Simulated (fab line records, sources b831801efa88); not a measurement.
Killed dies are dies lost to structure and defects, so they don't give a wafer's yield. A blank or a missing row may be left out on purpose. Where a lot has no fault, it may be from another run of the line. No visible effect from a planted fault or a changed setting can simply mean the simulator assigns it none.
Which tool did it? :: flow gf180mcu :: 14 lots with 42 wafers sampled at 5 steps, on a route of 602 steps

== WHAT THE GAUGES READ, wafer by wafer ==
GF_HV_LDD_CD_MEAS_31 targets a cd of 400 nm.
lot: L567
measured: day 11 14:08
on: cd-sem-02
cd-nm (nm): 398.9 398.1 400.0

lot: L568
measured: day 12 05:52
on: cd-sem-01
cd-nm (nm): 399.0 400.6 398.3

lot: L569
measured: day 12 06:08
on: cd-sem-02
cd-nm (nm): 398.7 401.2 400.7

lot: L571
measured: day 12 21:29
on: cd-sem-02
cd-nm (nm): 398.6 398.5 399.5

lot: L570
measured: day 12 21:46
on: cd-sem-02
cd-nm (nm): 398.6 400.9 401.6

lot: L572
measured: day 13 06:38
on: cd-sem-02
cd-nm (nm): 398.3 398.2 398.1

lot: L573
measured: day 13 17:50
on: cd-sem-01
cd-nm (nm): 403.8 405.5 404.6

lot: L574
measured: day 14 02:13
on: cd-sem-01
cd-nm (nm): 404.2 402.2 401.8

lot: L575
measured: day 14 14:11
on: cd-sem-01
cd-nm (nm): 399.9 398.9 398.8

lot: L578
measured: day 15 07:37
on: cd-sem-02
cd-nm (nm): 402.4 401.9 403.9

lot: L584
measured: day 16 18:17
on: cd-sem-02
cd-nm (nm): 405.2 405.8 402.6

lot: L585
measured: day 17 07:09
on: cd-sem-02
cd-nm (nm): 395.9 396.6 396.8

lot: L589
measured: day 18 13:55
on: cd-sem-02
cd-nm (nm): 398.1 398.5 399.6

lot: L590
measured: day 19 01:49
on: cd-sem-02
cd-nm (nm): 399.3 402.4 401.7

GF_NSD_OVL_MEAS_08.
lot: L567
measured: day 13 09:57
on: overlay-02
NSD_OVL (nm): 2.4 0.9 2.5

lot: L568
measured: day 14 02:27
on: overlay-01
NSD_OVL (nm): -1.8 -1.4 0.7

lot: L569
measured: day 14 02:48
on: overlay-01
NSD_OVL (nm): -2.2 -3.8 -0.5

lot: L571
measured: day 14 18:32
on: overlay-02
NSD_OVL (nm): -3.1 -0.9 -3.6

lot: L570
measured: day 14 19:56
on: overlay-01
NSD_OVL (nm): -1.0 0.3 -1.0

lot: L572
measured: day 15 03:48
on: overlay-02
NSD_OVL (nm): -0.4 -1.3 -2.1

lot: L573
measured: day 15 15:48
on: overlay-01
NSD_OVL (nm): 0.2 0.4 0.0

lot: L574
measured: day 16 01:56
on: overlay-01
NSD_OVL (nm): -1.1 0.4 -1.8

lot: L575
measured: day 16 13:24
on: overlay-02
NSD_OVL (nm): 1.0 -2.1 0.1

lot: L578
measured: day 17 06:59
on: overlay-02
NSD_OVL (nm): -0.3 -0.1 0.7

lot: L584
measured: day 18 21:26
on: overlay-02
NSD_OVL (nm): -0.3 -1.2 -0.7

lot: L585
measured: day 19 10:33
on: overlay-01
NSD_OVL (nm): 2.4 -0.7 0.5

lot: L589
measured: day 20 18:23
on: overlay-01
NSD_OVL (nm): -2.0 0.3 -0.8

lot: L590
measured: day 21 05:53
on: overlay-02
NSD_OVL (nm): -0.8 -2.8 -3.3

GF_PSD_CD_MEAS_07 targets a cd of 400 nm.
lot: L567
measured: day 14 06:53
on: cd-sem-02
cd-nm (nm): 398.0 398.8 398.0

lot: L568
measured: day 14 23:40
on: cd-sem-01
cd-nm (nm): 401.5 400.8 400.8

lot: L569
measured: day 14 23:56
on: cd-sem-01
cd-nm (nm): 402.8 403.9 400.6

lot: L571
measured: day 15 16:31
on: cd-sem-01
cd-nm (nm): 398.6 397.8 398.5

lot: L570
measured: day 15 17:52
on: cd-sem-01
cd-nm (nm): 399.2 400.2 400.4

lot: L572
measured: day 16 01:44
on: cd-sem-02
cd-nm (nm): 398.4 401.4 399.9

lot: L573
measured: day 16 14:53
on: cd-sem-01
cd-nm (nm): 399.1 395.1 399.0

lot: L574
measured: day 17 00:43
on: cd-sem-02
cd-nm (nm): 399.9 399.5 399.1

lot: L575
measured: day 17 12:05
on: cd-sem-02
cd-nm (nm): 399.9 400.0 399.5

lot: L578
measured: day 18 06:07
on: cd-sem-02
cd-nm (nm): 400.8 400.8 399.2

lot: L584
measured: day 19 21:53
on: cd-sem-01
cd-nm (nm): 395.4 398.1 397.3

lot: L585
measured: day 20 11:28
on: cd-sem-01
cd-nm (nm): 400.1 400.6 400.6

lot: L589
measured: day 21 17:43
on: cd-sem-01
cd-nm (nm): 402.8 405.4 405.4

lot: L590
measured: day 22 05:34
on: cd-sem-02
cd-nm (nm): 402.9 400.9 400.8

GF_PSD_RS_MEAS_14: measurement is done with a four-point probe.
lot: L567
measured: day 14 07:32
on: film-metro-02
NSD_RS (ohm/sq): 46.22 46.18 46.17

lot: L568
measured: day 15 00:16
on: film-metro-01
NSD_RS (ohm/sq): 46.14 46.21 46.09

lot: L569
measured: day 15 00:32
on: film-metro-03
NSD_RS (ohm/sq): 46.16 46.21 46.19

lot: L571
measured: day 15 17:07
on: film-metro-01
NSD_RS (ohm/sq): 46.14 46.15 46.16

lot: L570
measured: day 15 18:28
on: film-metro-03
NSD_RS (ohm/sq): 46.19 46.14 46.06

lot: L572
measured: day 16 02:25
on: film-metro-01
NSD_RS (ohm/sq): 46.10 46.24 46.19

lot: L573
measured: day 16 15:29
on: film-metro-02
NSD_RS (ohm/sq): 46.10 46.13 46.13

lot: L574
measured: day 17 01:20
on: film-metro-02
NSD_RS (ohm/sq): 46.03 46.02 46.02

lot: L575
measured: day 17 12:41
on: film-metro-02
NSD_RS (ohm/sq): 46.62 46.45 46.40

lot: L578
measured: day 18 06:46
on: film-metro-01
NSD_RS (ohm/sq): 46.58 46.70 46.56

lot: L584
measured: day 19 22:29
on: film-metro-01
NSD_RS (ohm/sq): 46.08 46.07 46.05

lot: L585
measured: day 20 12:04
on: film-metro-01
NSD_RS (ohm/sq): 46.14 46.32 46.22

lot: L589
measured: day 21 18:19
on: film-metro-03
NSD_RS (ohm/sq): 46.11 46.09 45.99

lot: L590
measured: day 22 06:10
on: film-metro-01
NSD_RS (ohm/sq): 46.05 46.21 46.05

== WHAT TOOL EACH LOT RAN ON (gives the tool, then ch and the chambers of the sampled wafers, and finally the start) ==
lot: L567
GF_NSD_IMPLANT_10: implanter-04 ch 0, day 13 10:09

lot: L568
GF_NSD_IMPLANT_10: implanter-01 ch 0, day 14 02:40

lot: L569
GF_NSD_IMPLANT_10: implanter-04 ch 0, day 14 03:00

lot: L571
GF_NSD_IMPLANT_10: implanter-01 ch 0, day 14 18:43

lot: L570
GF_NSD_IMPLANT_10: implanter-03 ch 0, day 14 20:08

lot: L572
GF_NSD_IMPLANT_10: implanter-03 ch 0, day 15 04:00

lot: L573
GF_NSD_IMPLANT_10: implanter-01 ch 0, day 15 16:00

lot: L574
GF_NSD_IMPLANT_10: implanter-04 ch 0, day 16 02:08

lot: L575
GF_NSD_IMPLANT_10: implanter-04 ch 0, day 16 13:36

lot: L578
GF_NSD_IMPLANT_10: implanter-04 ch 0, day 17 07:11

lot: L584
GF_NSD_IMPLANT_10: implanter-03 ch 0, day 18 21:38

lot: L585
GF_NSD_IMPLANT_10: implanter-03 ch 0, day 19 10:47

lot: L589
GF_NSD_IMPLANT_10: implanter-04 ch 0, day 20 18:34

lot: L590
GF_NSD_IMPLANT_10: implanter-04 ch 0, day 21 06:04
- GF_NSD_IMPLANT_10

== WHAT THE TOOLS THEMSELVES READ (means of the sampled wafers that have a number; where no wafer has one, the mark that the record gives instead) ==
GF_NSD_IMPLANT_10.
lot: L567
tool: implanter-04
dose-ions-cm2: 5e+14
faraday-current-uA: 2818

lot: L568
tool: implanter-01
dose-ions-cm2: 5e+14
faraday-current-uA: 2807

lot: L569
tool: implanter-04
dose-ions-cm2: 5e+14
faraday-current-uA: 2797

lot: L571
tool: implanter-01
dose-ions-cm2: 5e+14
faraday-current-uA: 2716

lot: L570
tool: implanter-03
dose-ions-cm2: 5e+14
faraday-current-uA: 2763

lot: L572
tool: implanter-03
dose-ions-cm2: 5e+14
faraday-current-uA: 2777

lot: L573
tool: implanter-01
dose-ions-cm2: 5e+14
faraday-current-uA: 2854

lot: L574
tool: implanter-04
dose-ions-cm2: 5e+14
faraday-current-uA: 2808

lot: L575
tool: implanter-04
dose-ions-cm2: 5e+14
faraday-current-uA: 2640

lot: L578
tool: implanter-04
dose-ions-cm2: 5e+14
faraday-current-uA: 2611

lot: L584
tool: implanter-03
dose-ions-cm2: 5e+14
faraday-current-uA: 2751

lot: L585
tool: implanter-03
dose-ions-cm2: 5e+14
faraday-current-uA: 2807

lot: L589
tool: implanter-04
dose-ions-cm2: 5e+14
faraday-current-uA: 2719

lot: L590
tool: implanter-04
dose-ions-cm2: 5e+14
faraday-current-uA: 2789

== THE ANSWER, worked out from the rows above alone ==
Rule: the lots themselves supply what counts as usual. The widest of any qualifying gaps counts: lots, ordered by their means at a reading, are off when they make up no more than a third of the lots, leave a main group of 4 or more, and stand apart from it by 3 or more times the standard deviation of that group's means. If all means in a main group match to the digits the tables above print for the reading, that group is not used. A lot without any number at a reading at which 4 lots or more have one is off too. All remaining lots with rows at the step are treated as sound. First the gauges in route order, then the tools' own readings, where a lot's mean is used as printed above. At the first step where some lot is off, the reading lying furthest off is the one used; lots without a number count as furthest.
Off: L575, L578, seen at GF_PSD_RS_MEAS_14 (NSD_RS). Mean 46.13 ohm/sq and standard deviation 0.057 in the main group.
A tool fits if, at a process step before that reading, it ran every lot that is off, and no sound lot after the first of them. Those tools and the gauges at GF_PSD_RS_MEAS_14 are tried in the same way. None of those tried fits.

== WHAT THE SIMULATOR HAD PUT IN ==
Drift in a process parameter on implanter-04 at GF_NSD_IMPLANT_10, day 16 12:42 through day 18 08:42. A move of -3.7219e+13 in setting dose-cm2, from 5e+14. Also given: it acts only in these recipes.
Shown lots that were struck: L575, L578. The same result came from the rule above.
